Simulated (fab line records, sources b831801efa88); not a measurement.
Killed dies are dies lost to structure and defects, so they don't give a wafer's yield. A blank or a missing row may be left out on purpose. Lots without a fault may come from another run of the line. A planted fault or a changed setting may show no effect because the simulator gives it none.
Which tool did it? | flow sky130 | 12 lots, 36 wafers sampled, at 1 step of a route of 708

WHAT THE GAUGES READ, wafer by wafer
SKY_METAL2_OVL_MEAS_16.
lot  | measured     | on         | METAL2_OVL (nm)
L075 | day 35 12:47 | overlay-02 | 16 13 10
L077 | day 36 16:35 | overlay-02 | 5 5 -11
L078 | day 37 03:32 | overlay-01 | 1 -3 4
L081 | day 37 20:32 | overlay-02 | 5 13 11
L083 | day 37 22:50 | overlay-02 | 11 7 -4
L085 | day 38 19:26 | overlay-02 | 7 10 10
L087 | day 39 10:23 | overlay-02 | -6 6 -5
L088 | day 39 21:11 | overlay-02 | 5 1 3
L091 | day 40 13:58 | overlay-01 | 8 -2 4
L093 | day 41 00:05 | overlay-01 | -3 10 4
L095 | day 41 10:11 | overlay-01 | -5 10 0
L097 | day 42 02:17 | overlay-01 | -5 -7 -2

WHICH TOOL RAN EACH LOT (tool, then ch and the chambers of the sampled wafers, then the start)
The record holds no process step before these readings.

THE ANSWER, worked out from the rows above alone
Rule: what is usual is taken from the lots themselves. Put in order of their means at a reading, lots are off if they are a third of the lots or fewer, leave a main group of 4 or more, and stand apart from it by a gap of 3 or more times the standard deviation of the main group's means; of several such gaps the widest counts. A main group whose means are all the same, to the digits that the tables above print for the reading, isn't used. A lot without any number at a reading at which 4 lots or more have one is off too. The other lots that the step has rows for count as sound.
No lot is off at any reading shown: from this, nothing can be told.

WHAT THE SIMULATOR HAD PUT IN
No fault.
